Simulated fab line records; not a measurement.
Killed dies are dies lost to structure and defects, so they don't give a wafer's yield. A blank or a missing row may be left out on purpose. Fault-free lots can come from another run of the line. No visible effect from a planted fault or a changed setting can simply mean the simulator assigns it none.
fab line records    flow sky130
record lots=6  wafers=18  last_day=50
route steps=708 shown CONTACT@418 METAL1@434 PAD_OPEN@708
lots with no fault: from the same line, run without faults
start_h: hours from the record's opening day to when the first of the lot's shown wafers began    wait_h: time in hours since the lot's previous step    " unchanged from the row above    L1.1+2: a row that stands for several wafers    - either no value or no given start    * or withheld: withheld    < > ~ a bound
route shown NAME@n: a module of which the file shows steps, and the number in the route of the first    usual: average and standard deviation across the fault-free wafers    same: alike in all rows    chamber/n: place in a boat    sites: the reading at each site    _std_site: how widely they spread, as a standard deviation    _edge_site: inner sites' mean taken away from outer sites' mean    radius_mm: how far each site lies from the wafer's centre    mask NAME#n: copy n    behind: tool/chamber where the wafer was last shaped    hold: reason for holding the lot/hours on hold/outcome of the hold    device: which transistor (n, p or np) failed to switch    end of line: tests run on the same wafers once the route is complete    a step without rows: its recipe alone    killed: dies that structure and defects cost at the first sort, which is not the same as the wafer's yield    map: the dies of a wafer, with x for killed, . for not killed, _ for no die there
set.NAME: setting as actually run; set.NAME@STEP: the setting as run at that earlier step    model.NAME: the simulator's own value behind a step, which no gauge read
lots seen at some steps along the route; tables by step, rows by wafer
services: from which hour (start_h, from the record's first day; less than 0 if before it) a tool's chamber was out of use, for how many hours, and why
## steps
# step SKY_CONTACT_PEB_12
# recipe peb_temp_c=withheld  peb_time_s=withheld  resist=KrF-thick
# step SKY_CONTACT_DEVELOP_13
# recipe develop_time_s=60  resist=KrF-thick  dev_temp_c=21
# step SKY_CONTACT_CD_MEAS_14
# recipe target_cd_nm=170
# usual cd_nm=169.5/1.6
lot.wafer  tool       chamber  start_h  wait_h  cd_nm
L127.3     cd_sem-01  -        775.67   -       173.3
L127.4     "          -        "        "       173.8
L127.5     "          -        "        "       171.4
L132.1     cd_sem-01  -        807.18   -       167.2
L132.2     "          -        "        "       166.6
L132.6     "          -        "        "       167.7
L135.2     cd_sem-01  -        826.21   -       167.2
L135.4     "          -        "        "       166.6
L135.5     "          -        "        "       167.7
L138.1     cd_sem-02  -        852.69   -       167.2
L138.2     "          -        "        "       166.7
L138.5     "          -        "        "       167.9
L145.1     cd_sem-01  -        912.90   -       171.9
L145.3     "          -        "        "       172.2
L145.5     "          -        "        "       172.7
L146.1     cd_sem-02  -        915.53   -       169.5
L146.3     "          -        "        "       168.3
L146.6     "          -        "        "       168.6
# step SKY_CONTACT_OVL_MEAS_15
# usual CONTACT_OVL=3/6.5
lot.wafer  tool        chamber  start_h  wait_h  CONTACT_OVL[nm]
L127.3     overlay-02  -        775.77   0.1     9
L127.4     "           -        "        "       2
L127.5     "           -        "        "       12
L132.1     overlay-02  -        807.30   0.1     -1
L132.2     "           -        "        "       -5
L132.6     "           -        "        "       -2
L135.2     overlay-02  -        826.32   0.1     -1
L135.4     "           -        "        "       -4
L135.5     "           -        "        "       0
L138.1     overlay-01  -        852.81   0.1     10
L138.2     "           -        "        "       -4
L138.5     "           -        "        "       8
L145.1     overlay-02  -        913.02   0.1     13
L145.3     "           -        "        "       6
L145.5     "           -        "        "       8
L146.1     overlay-01  -        915.65   0.1     4
L146.3     "           -        "        "       10
L146.6     "           -        "        "       5
# step SKY_CONTACT_ETCH_16
# recipe chemistry=N2/H2  target=BARC  ion_energy_ev=200  source_w=500  bias_w=100  pressure_mtorr=30  n2_flow_sccm=100  h2_flow_sccm=200  stop_on=SiO2  time_s=45.9  target_depth_a=600
# step SKY_CONTACT_ETCH_17
# recipe target=SiO2  chemistry=C4F8/O2/Ar  stop_on=Si3N4  mask_material=KrF-thick  source_w=1500  bias_w=1200  pressure_mtorr=40  c4f8_flow_sccm=withheld  O2_flow_sccm=6  Ar_flow_sccm=300  time_s=withheld  target_depth_a=3400
# usual oes_product_au=0.891/0.0049  rf_fwd_power_W=1488/6.1
lot.wafer  tool         chamber  start_h  wait_h  oes_product_au  rf_fwd_power_W
L127.3     rie_diel-03  1        775.83   0.0     0.889           1490
L127.4     "            2        "        "       0.883           1496
L127.5     "            1        "        "       0.887           1492
L132.1     rie_diel-04  2        807.38   0.0     0.897           1482
L132.2     "            0        "        "       0.900           1481
L132.6     "            2        "        "       0.887           1481
L135.2     rie_diel-02  0        826.39   0.0     0.883           1475
L135.4     "            1        "        "       0.889           1490
L135.5     "            0        "        "       0.900           1477
L138.1     rie_diel-03  2        852.89   0.0     0.895           1487
L138.2     "            3        "        "       0.891           1485
L138.5     "            2        "        "       0.881           1486
L145.1     rie_diel-03  1        913.10   0.0     0.887           1488
L145.3     "            2        "        "       0.891           1491
L145.5     "            2        "        "       0.889           1484
L146.1     rie_diel-03  3        915.73   0.0     0.893           1485
L146.3     "            0        "        "       0.889           1490
L146.6     "            2        "        "       0.899           1483
# step SKY_CONTACT_ETCH_18
# recipe target=Si3N4  chemistry=CHF3/O2  stop_on=TiN  source_w=600  bias_w=200  pressure_mtorr=40  chf3_flow_sccm=50  O2_flow_sccm=5  time_s=39  target_depth_a=750
# usual drypump_motor_current_A=5.9/0.4  oes_product_au=0.855/0.0075  rf_fwd_power_W=594/3.1  throttle_valve_pct=8.794/0.0089
lot.wafer  tool         chamber  start_h  wait_h  drypump_motor_current_A  oes_product_au  rf_fwd_power_W  rf_hours_counter_h  throttle_valve_pct
L127.3     rie_diel-03  1        -        -       5.8                      0.847           594             38                  8.789
L127.4     "            2        "        "       6.6                      0.866           595             13                  8.792
L127.5     "            1        "        "       5.8                      0.857           593             -                   8.797
L132.1     rie_diel-04  2        -        -       6.4                      0.852           590             11                  8.801
L132.2     "            0        "        "       5.6                      0.852           592             10                  8.789
L132.6     "            2        "        "       6.4                      0.845           591             -                   8.798
L135.2     rie_diel-02  0        -        -       6.0                      0.842           588             15                  8.796
L135.4     "            1        "        "       5.3                      0.855           595             12                  8.803
L135.5     "            0        "        "       6.0                      0.840           589             -                   8.805
L138.1     rie_diel-03  2        -        -       6.6                      0.864           595             16                  8.803
L138.2     "            3        "        "       5.7                      0.850           595             1                   8.783
L138.5     "            2        "        "       6.6                      0.859           596             -                   8.792
L145.1     rie_diel-03  1        -        -       5.9                      0.848           594             4                   8.796
L145.3     "            2        "        "       6.6                      0.858           598             18                  8.802
L145.5     "            2        "        "       6.6                      0.854           599             -                   8.787
L146.1     rie_diel-03  3        -        -       5.7                      0.850           592             3                   8.793
L146.3     "            0        "        "       6.0                      0.854           596             14                  8.792
L146.6     "            2        "        "       6.6                      0.867           597             -                   8.809
# step SKY_CONTACT_STRIP_19
# recipe chemistry=O2/N2  power_w=1400  pressure_mtorr=1500  platen_temp_c=withheld  o2_flow_sccm=3000  n2_flow_sccm=300  overash_fraction=0.5
# usual drypump_motor_current_A=5.7/0.34  oes_product_au=0.381/0.0046  strip_time_to_endpoint_s=3.62/0.03
lot.wafer  tool             chamber  start_h  wait_h  drypump_motor_current_A  oes_product_au  rf_hours_counter_h  strip_time_to_endpoint_s
L127.3     plasma_asher-01  1        775.96   -       6.4                      0.390           -                   3.62
L127.4     "                0        "        "       5.8                      0.384           -                   3.67
L127.5     "                1        "        "       6.4                      0.380           -                   3.61
L132.1     plasma_asher-01  0        807.47   -       5.8                      0.382           66                  3.62
L132.2     "                1        "        "       6.3                      0.391           66                  3.67
L132.6     "                0        "        "       5.8                      0.374           -                   3.64
L135.2     plasma_asher-02  1        826.48   -       5.4                      0.378           38                  3.67
L135.4     "                1        "        "       5.4                      0.391           -                   3.66
L135.5     "                0        "        "       5.5                      0.381           -                   3.69
L138.1     plasma_asher-03  0        852.98   -       5.5                      0.386           11                  3.68
L138.2     "                1        "        "       5.4                      0.375           11                  3.62
L138.5     "                1        "        "       5.4                      0.383           -                   3.67
L145.1     plasma_asher-01  1        913.19   -       6.4                      0.377           76                  3.58
L145.3     "                1        "        "       6.3                      0.383           -                   3.66
L145.5     "                0        "        "       5.8                      0.382           -                   3.66
L146.1     plasma_asher-01  1        915.82   -       6.3                      0.380           77                  3.58
L146.3     "                0        "        "       5.9                      0.385           -                   3.60
L146.6     "                0        "        "       5.8                      0.381           -                   3.64
# step SKY_CONTACT_STRIP_20
# recipe chemistry=post_etch_residue_remover  time_s=1200  temp_c=72.5
# step SKY_CONTACT_CLEAN_21
# recipe chemistry=IPA  time_s=180  temp_c=25
# step SKY_CONTACT_CLEAN_22
# recipe chemistry=O3/DIW  dry=n2_spin
# step SKY_CONTACT_SPUTTER_23
# recipe material=TiN  target_thk_nm=20  chamber_pressure_pa=5  power_w=4000  time_s=80
# usual throttle_valve_pct=29.6/1.3
lot.wafer  tool            chamber  start_h  wait_h  throttle_valve_pct
L127.3     pvd_sputter-02  -        776.51   0.0     30.4
L127.4     "               -        "        "       27.8
L127.5     "               -        "        "       31.3
L132.1     pvd_sputter-01  -        808.10   0.0     27.9
L132.2     "               -        "        "       30.2
L132.6     "               -        "        "       30.4
L135.2     pvd_sputter-03  -        827.07   0.0     29.6
L135.4     "               -        "        "       28.7
L135.5     "               -        "        "       28.4
L138.1     pvd_sputter-01  -        853.60   0.0     31.2
L138.2     "               -        "        "       28.0
L138.5     "               -        "        "       28.3
L145.1     pvd_sputter-03  -        913.88   0.0     28.3
L145.3     "               -        "        "       31.2
L145.5     "               -        "        "       28.3
L146.1     pvd_sputter-01  -        916.46   0.0     27.8
L146.3     "               -        "        "       31.4
L146.6     "               -        "        "       28.2
# step SKY_CONTACT_CVD_24
# recipe material=W  target_thk_nm=340  time_s=102.12  temp_c=400  pressure_torr=40
# usual heater_power_outer_w=506/27  heater_power_w=841/35
lot.wafer  tool      chamber  start_h  wait_h  heater_power_outer_w  heater_power_w  model.W_of_CONTACT_CVD_24.thk_nm
L127.3     cvd_w-01  1        776.61   0.1     527                   855             338.6
L127.4     "         0        "        "       499                   843             344.8
L127.5     "         1        "        "       532                   868             341.5
L132.1     cvd_w-02  1        808.16   0.0     519                   858             338.2
L132.2     "         0        "        "       451                   740             340
L132.6     "         0        "        "       435                   765             338.5
L135.2     cvd_w-01  1        827.13   0.0     523                   883             343.7
L135.4     "         0        "        "       493                   828             234.5
L135.5     "         1        "        "       534                   872             343.5
L138.1     cvd_w-01  1        853.67   0.0     527                   867             341.6
L138.2     "         0        "        "       511                   854             239.7
L138.5     "         1        "        "       533                   870             346.3
L145.1     cvd_w-01  0        913.94   0.0     497                   836             347.3
L145.3     "         0        "        "       489                   824             350.8
L145.5     "         0        "        "       506                   844             347.4
L146.1     cvd_w-01  0        916.52   0.0     502                   863             346.1
L146.3     "         1        "        "       524                   874             343.5
L146.6     "         0        "        "       506                   836             345.4
# step SKY_CONTACT_RS_MEAS_25
# recipe thk_meas_gauge=four-point-probe  reads=W_of_CONTACT_CVD_24+TiN_of_CONTACT_SPUTTER_23
# usual CONTACT_W_RS=0.336/0.0037
lot.wafer  tool           chamber  start_h  wait_h  CONTACT_W_RS[ohm/sq]
L127.3     film_metro-01  -        776.73   0.1     0.339
L127.4     "              -        "        "       0.333
L127.5     "              -        "        "       0.336
L132.1     film_metro-02  -        808.28   0.1     0.340
L132.2     "              -        "        "       0.337
L132.6     "              -        "        "       0.338
L135.2     film_metro-02  -        827.26   0.1     0.334
L135.4     "              -        "        "       0.492
L135.5     "              -        "        "       0.333
L138.1     film_metro-02  -        853.78   0.1     0.336
L138.2     "              -        "        "       0.480
L138.5     "              -        "        "       0.331
L145.1     film_metro-01  -        914.05   0.1     0.332
L145.3     "              -        "        "       0.328
L145.5     "              -        "        "       0.331
L146.1     film_metro-02  -        916.63   0.1     0.331
L146.3     "              -        "        "       0.334
L146.6     "              -        "        "       0.332
# step SKY_CONTACT_THK_MEAS_26
# recipe thk_meas_gauge=xrf  reads=W_of_CONTACT_CVD_24
# usual CONTACT_W_THK=349/5.5
lot.wafer  tool           chamber  start_h  wait_h  CONTACT_W_THK[nm]
L127.3     film_metro-01  -        776.83   0.1     340
L127.4     "              -        "        "       347
L127.5     "              -        "        "       344
L132.1     film_metro-02  -        808.40   0.1     347
L132.2     "              -        "        "       348
L132.6     "              -        "        "       348
L135.2     film_metro-02  -        827.37   0.1     355
L135.4     "              -        "        "       240
L135.5     "              -        "        "       354
L138.1     film_metro-02  -        853.90   0.1     352
L138.2     "              -        "        "       245
L138.5     "              -        "        "       356
L145.1     film_metro-01  -        914.17   0.1     354
L145.3     "              -        "        "       357
L145.5     "              -        "        "       354
L146.1     film_metro-02  -        916.75   0.1     354
L146.3     "              -        "        "       354
L146.6     "              -        "        "       356
# step SKY_CONTACT_CMP_27
# recipe stop_on=SiO2  t_overpolish_s=15  down_force_psi=3.5  platen_rpm=60  target_thk_nm=0  pad_velocity_m_s=0.94248
# usual motor_current_A=11.1/1.2  platen_rpm=59.99/0.04  time_to_endpoint_s=83/3.7
lot.wafer  tool    chamber  start_h  wait_h  motor_current_A  platen_rpm  time_to_endpoint_s
L127.3     cmp-01  0        776.87   0.0     12.8             59.97       76
L127.4     "       3        "        "       9.3              60.00       81
L127.5     "       1        "        "       11.3             59.97       78
L132.1     cmp-02  2        808.56   0.1     11.0             59.99       81
L132.2     "       3        "        "       11.8             59.93       88
L132.6     "       1        "        "       11.8             60.00       80
L135.2     cmp-02  3        827.47   0.1     12.0             60.03       89
L135.4     "       1        "        "       12.0             60.03       59
L135.5     "       3        "        "       11.4             60.01       90
L138.2     cmp-02  1        854.09   0.2     11.8             59.95       58
L138.1     "       2        "        "       11.5             60.02       80
L138.5     "       3        "        "       12.0             60.01       85
L145.1     cmp-02  2        914.33   0.1     11.4             59.99       85
L145.3     "       3        "        "       11.9             60.00       87
L145.5     "       1        "        "       11.6             60.01       84
L146.1     cmp-01  3        916.81   0.1     9.5              60.00       88
L146.3     "       2        "        "       11.5             60.00       90
L146.6     "       0        "        "       13.0             59.98       87
# step SKY_METAL1_SPUTTER_00
# recipe material=Ti  target_thk_nm=15  power_w=3000  time_s=10  chamber_pressure_pa=0.4
# usual throttle_valve_pct=30.1/1.3
lot.wafer  tool            chamber  start_h  wait_h  throttle_valve_pct
L127.3     pvd_sputter-04  -        777.17   0.2     28.8
L127.4     "               -        "        "       30.9
L127.5     "               -        "        "       30.4
L132.1     pvd_sputter-04  -        808.76   0.1     28.2
L132.2     "               -        "        "       32.1
L132.6     "               -        "        "       32.1
L135.2     pvd_sputter-02  -        827.72   0.2     27.7
L135.4     "               -        "        "       30.6
L135.5     "               -        "        "       30.5
L138.1     pvd_sputter-04  -        854.29   0.1     30.5
L138.2     "               -        "        "       28.3
L138.5     "               -        "        "       31.9
L145.1     pvd_sputter-02  -        914.53   0.1     29.9
L145.3     "               -        "        "       31.5
L145.5     "               -        "        "       27.5
L146.1     pvd_sputter-04  -        917.11   0.2     32.1
L146.3     "               -        "        "       30.7
L146.6     "               -        "        "       31.3
# step SKY_PAD_OPEN_PROBE_99
# usual killed_at_M0_to_M3=44/7.1  killed_at_M4_up=3.0/1.9  killed_at_contacts=25/5.6  killed_at_front_end=14/4.1  killed_at_other=0.2/0.44  killed_dies=86/9.1  killed_open=47/7.4  killed_short=39/5.7
# same gross_dies=492  killed_at_back_side=0
lot.wafer  tool       chamber  start_h  wait_h  killed_at_M0_to_M3  killed_at_M4_up  killed_at_contacts  killed_at_front_end  killed_at_other  killed_dies  killed_open  killed_short
L132.1     prober-01  -        1127.11  0.1     29                  4                32                  10                   0                75           50           25
L132.2     prober-01  -        1127.16  0.1     39                  7                20                  22                   1                89           50           39
L132.6     prober-01  -        1127.36  0.2     45                  3                29                  16                   0                93           46           43
L135.2     prober-02  -        1143.25  0.1     48                  2                28                  12                   0                90           44           46
L135.4     prober-02  -        1143.35  0.2     48                  3                32                  3                    1                87           45           42
L135.5     prober-02  -        1143.40  0.2     46                  2                28                  15                   0                91           51           40
# killed by level:class
L132.1 CONTACT:geometric_particle:open=14 VIA1:geometric_particle:open=10 LI_CONTACT:geometric_particle:open=9 LOCAL_INTERCONNECT:geometric_particle:short=4 VIA2:geometric_particle:open=4 FIELD_ISO:geometric_particle:short=3 FIELD_ISO:geometric_particle:open=3 CONTACT:geometric_particle:short=3
L132.2 VIA1:geometric_particle:open=10 CONTACT:geometric_particle:open=9 VIA3:geometric_particle:open=9 FIELD_ISO:geometric_particle:open=6 CONTACT:geometric_particle:short=6 FIELD_ISO:geometric_particle:short=5 METAL4:geometric_particle:short=5 POLY_GATE:geometric_particle:short=4
L132.6 CONTACT:geometric_particle:open=8 METAL1:geometric_particle:short=8 VIA3:geometric_particle:open=8 VIA1:geometric_particle:open=8 LOCAL_INTERCONNECT:geometric_particle:short=7 VIA2:geometric_particle:open=7 CONTACT:geometric_particle:short=6 POLY_GATE:geometric_particle:open=4
L135.2 CONTACT:geometric_particle:open=9 VIA3:geometric_particle:open=8 LI_CONTACT:geometric_particle:open=7 CONTACT:geometric_particle:short=6 VIA1:geometric_particle:open=6 METAL2:geometric_particle:short=6 VIA2:geometric_particle:open=6 LOCAL_INTERCONNECT:geometric_particle:short=5
L135.4 LI_CONTACT:geometric_particle:open=10 CONTACT:geometric_particle:open=10 METAL2:geometric_particle:short=8 VIA3:geometric_particle:open=8 VIA1:geometric_particle:short=6 VIA1:geometric_particle:open=6 VIA2:geometric_particle:short=5 LOCAL_INTERCONNECT:geometric_particle:short=5
L135.5 VIA1:geometric_particle:open=14 CONTACT:geometric_particle:open=9 VIA2:geometric_particle:open=8 CONTACT:geometric_particle:short=7 FIELD_ISO:geometric_particle:open=5 LI_CONTACT:geometric_particle:open=5 VIA1:geometric_particle:short=5 FIELD_ISO:geometric_particle:short=4
## services
tool             chamber  start_h  hours  kind
plasma_asher-01  -        759.35   1.2    repair
pvd_sputter-04   -        771.44   3.4    repair
cmp-01           -        771.98   0.6    repair
pvd_sputter-01   -        782.32   7.8    repair
cmp-02           -        783.56   4.6    pm
pvd_sputter-04   -        783.80   4.6    repair
cmp-01           -        787.74   0.5    repair
cmp-02           -        788.29   11.5   pm
plasma_asher-01  -        792.45   2.2    repair
rie_diel-04      3        794.43   4.7    repair
rie_diel-02      -        800.73   1.5    repair
plasma_asher-01  -        806.03   1.4    repair
pvd_sputter-04   -        814.13   1.9    repair
cmp-02           -        823.24   1.2    repair
rie_diel-02      0        838.67   5.3    repair
rie_diel-03      2        844.74   7.2    repair
pvd_sputter-03   -        846.57   15.1   repair
cmp-01           -        850.40   16.3   repair
pvd_sputter-03   -        854.84   0.6    repair
cmp-01           -        863.52   0.5    repair
cmp-02           -        863.59   28.5   repair
pvd_sputter-04   -        880.64   1.4    repair
cmp-02           -        888.51   0.8    repair
rie_diel-03      3        903.40   5.8    repair
## key
first_sign step=SKY_CONTACT_RS_MEAS_25  reading=CONTACT_W_RS  direction=up  sigmas=41  usual=0.336  struck=0.486
effect step=SKY_CONTACT_THK_MEAS_26  reading=CONTACT_W_THK  direction=down  sigmas=19  usual=349  struck=242
effect step=SKY_CONTACT_CMP_27  reading=time_to_endpoint_s  direction=down  sigmas=6.6  usual=*  struck=*
model_effect step=SKY_CONTACT_CVD_24  value=W_of_CONTACT_CVD_24.thk_nm  without=344.2  struck=237.1
met_at SKY_CONTACT_CVD_24
struck_wafers L135.4,L138.2
tester_left_out L135,L138
onset_between 776.61 827.13
fault kind=process_parameter_drift  tool=cvd_w-01  chamber=0  onset_h=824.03  steps=SKY_CONTACT_CVD_24  channel=target_thk_nm  offset=-107.07  shape=step  end_h=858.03  acts_in=these_recipes_only  stated=340
# tester_left_out: of these lots the tester's yield and bins aren't shown, on N5 and GAA mostly nor the transistor test; their killed dies are dies lost to structure and defects alone, not to doping, threshold or leakage, so they don't give the yield
